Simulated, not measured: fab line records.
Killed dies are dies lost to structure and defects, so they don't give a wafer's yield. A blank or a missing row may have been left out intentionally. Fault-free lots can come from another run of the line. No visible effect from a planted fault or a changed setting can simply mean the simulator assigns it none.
Matching of chambers    flow gf180mcu    GF_V4_CMP_04 on cmp-02: 4 sister chambers
The step polishes SiO2. 8 wafers are shown with their chamber, then 7 later ones without.

EACH WAFER AND ITS CHAMBER
wafer   chamber  motorCurrentA (A)  edgeZonePressureFrac
L344.6  2        12.7               0.996
L346.2  0        11.7               1.008
L346.4  2        11.9               0.998
L347.3  1        12.3               1.005
L347.4  0        11.7               1.000
L347.5  3        14.2               1.004
L348.1  1        12.8               1.007
L348.3  3        14.7               1.007

WAFERS WITHOUT THEIR CHAMBER
wafer   motorCurrentA (A)  edgeZonePressureFrac
L348.6  12.0               1.001
L353.1  12.1               0.993
L353.5  13.9               1.008
L353.6  11.7               1.000
L362.3  12.5               0.993
L362.4  11.4               1.005
L362.5  11.9               0.999

EACH ONE'S CHAMBER
wafer    from the rows above            in truth
L348.6   can't be placed: 0 or 2 or 1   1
L353.1   2                              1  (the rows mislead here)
L353.5   can't be placed: 3 or 1        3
L353.6   can't be placed: 0 or 2 or 1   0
L362.3   2                              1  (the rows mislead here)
L362.4   0                              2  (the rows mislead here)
L362.5   can't be placed: 2 or 0 or 1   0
0 of 7 placed correctly. Can't be placed from these rows: 4 (the true chamber is among the candidates in 4). Number placed wrongly: 3.
How it was worked out, from the rows above alone: a wafer's distance from a chamber is the root of the sum, over the readings, of the square of ((its reading less the chamber's mean) divided by the reading's scatter). The wafer belongs to the nearest chamber; if the next one is less than 2 further off, it can't be placed. A chamber's mean is the mean of its shown wafers. The scatter is the square root of a quotient: the sum, over the shown wafers, of each reading's squared deviation from its chamber's mean, divided by wafers minus chambers.
